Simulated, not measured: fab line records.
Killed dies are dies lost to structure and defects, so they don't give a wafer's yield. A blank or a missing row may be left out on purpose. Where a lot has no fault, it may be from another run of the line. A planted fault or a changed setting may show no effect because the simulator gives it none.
Which tool did it? / flow sky130 / 6 lots with 18 wafers sampled at 3 steps, on a route of 708 steps

== WHAT THE GAUGES READ, wafer by wafer ==
SKY_SD_N_RS_MEAS_18: measurement is done with a four-point probe.
lot=L777; measured=day 30 04:14; on=film_metro-02; RES_XHIGH_RS (ohm/sq)=331.2 331.8 332.6
lot=L779; measured=day 30 09:10; on=film_metro-03; RES_XHIGH_RS (ohm/sq)=332.0 332.5 332.0
lot=L784; measured=day 31 04:01; on=film_metro-03; RES_XHIGH_RS (ohm/sq)=332.7 333.2 334.1
lot=L790; measured=day 33 13:58; on=film_metro-02; RES_XHIGH_RS (ohm/sq)=334.8 335.4 333.6
lot=L794; measured=day 34 12:53; on=film_metro-01; RES_XHIGH_RS (ohm/sq)=332.1 334.3 333.6
lot=L797; measured=day 35 08:19; on=film_metro-02; RES_XHIGH_RS (ohm/sq)=331.2 331.5 332.5

== WHAT TOOL EACH LOT RAN ON (gives the tool, then ch and the chambers of the sampled wafers, and finally the start) ==
lot=L777; SKY_RES_XHIGH_IMPLANT_07=implanter-03 ch 0, day 28 23:12; SKY_RES_XHIGH_STRIP_08=plasma_asher-03 ch 0, day 28 23:19
lot=L779; SKY_RES_XHIGH_IMPLANT_07=implanter-04 ch 0, day 29 04:11; SKY_RES_XHIGH_STRIP_08=plasma_asher-03 ch 0,1, day 29 04:19
lot=L784; SKY_RES_XHIGH_IMPLANT_07=implanter-03 ch 0, day 29 22:32; SKY_RES_XHIGH_STRIP_08=plasma_asher-02 ch 0,1, day 29 22:41
lot=L790; SKY_RES_XHIGH_IMPLANT_07=implanter-02 ch 0, day 32 09:53; SKY_RES_XHIGH_STRIP_08=plasma_asher-03 ch 0,1, day 32 10:02
lot=L794; SKY_RES_XHIGH_IMPLANT_07=implanter-04 ch 0, day 33 09:12; SKY_RES_XHIGH_STRIP_08=plasma_asher-03 ch 0,1, day 33 09:21
lot=L797; SKY_RES_XHIGH_IMPLANT_07=implanter-03 ch 0, day 34 04:53; SKY_RES_XHIGH_STRIP_08=plasma_asher-03 ch 0,1, day 34 05:02
- SKY_RES_XHIGH_IMPLANT_07
- SKY_RES_XHIGH_STRIP_08: strips in O2/N2.

== THE ANSWER, worked out from the rows above alone ==
Rule: the usual values come from the lots themselves. Put in order of their means at a reading, lots are off if they are a third of the lots or fewer, leave a main group of 4 or more, and stand apart from it by a gap of 3 or more times the standard deviation of the main group's means; of several such gaps the widest counts. The tables above print the reading to a certain number of digits; a main group whose means all agree to those digits is not used. Also off: a lot with no number at a reading for which 4 or more lots have one. All remaining lots with rows at the step are treated as sound.
None of the lots is off at any reading shown; this tells nothing.

== WHAT HAD BEEN PUT IN BY THE SIMULATOR ==
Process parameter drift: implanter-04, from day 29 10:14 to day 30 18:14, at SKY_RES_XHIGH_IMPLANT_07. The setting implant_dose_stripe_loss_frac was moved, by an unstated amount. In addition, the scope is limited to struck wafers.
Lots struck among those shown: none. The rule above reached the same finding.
